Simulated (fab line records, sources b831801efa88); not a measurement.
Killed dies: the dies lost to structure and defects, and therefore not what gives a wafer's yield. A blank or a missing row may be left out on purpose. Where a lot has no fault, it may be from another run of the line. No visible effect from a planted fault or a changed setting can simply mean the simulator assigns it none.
Which tool did it?	flow gf180mcu	at 1 step of a route of 602, 7 lots with 21 wafers sampled

## WHAT EACH GAUGE READ, for each wafer
GF_M5_OVL_MEAS_08.
lot	measured	on	M5_OVL (nm)
L371	day 26 20:59	overlay-02	-12 -10 -11
L374	day 27 13:42	overlay-02	1 -3 -8
L378	day 28 21:58	overlay-01	8 7 4
L387	day 31 16:49	overlay-02	3 -1 -2
L389	day 31 21:08	overlay-01	-3 -4 -4
L391	day 32 09:56	overlay-01	-6 -9 -12
L393	day 32 21:40	overlay-01	-14 -10 -12

## TOOL THAT RAN EACH LOT (tool first, then ch and the chambers of the sampled wafers, then the start)
No process step before these readings appears in the record.

## THE ANSWER, worked out from the rows above alone
Rule: what is usual is taken from the lots themselves. Put in order of their means at a reading, lots are off if they are a third of the lots or fewer, leave a main group of 4 or more, and stand apart from it by a gap of 3 or more times the standard deviation of the main group's means; of several such gaps the widest counts. If all means in a main group match to the digits the tables above print for the reading, that group is not used. A lot without any number at a reading at which 4 lots or more have one is off too. Where the step has rows for the other lots, those lots are counted as sound.
None of the lots is off at any reading shown; this tells nothing.

## WHAT HAD BEEN PUT IN BY THE SIMULATOR
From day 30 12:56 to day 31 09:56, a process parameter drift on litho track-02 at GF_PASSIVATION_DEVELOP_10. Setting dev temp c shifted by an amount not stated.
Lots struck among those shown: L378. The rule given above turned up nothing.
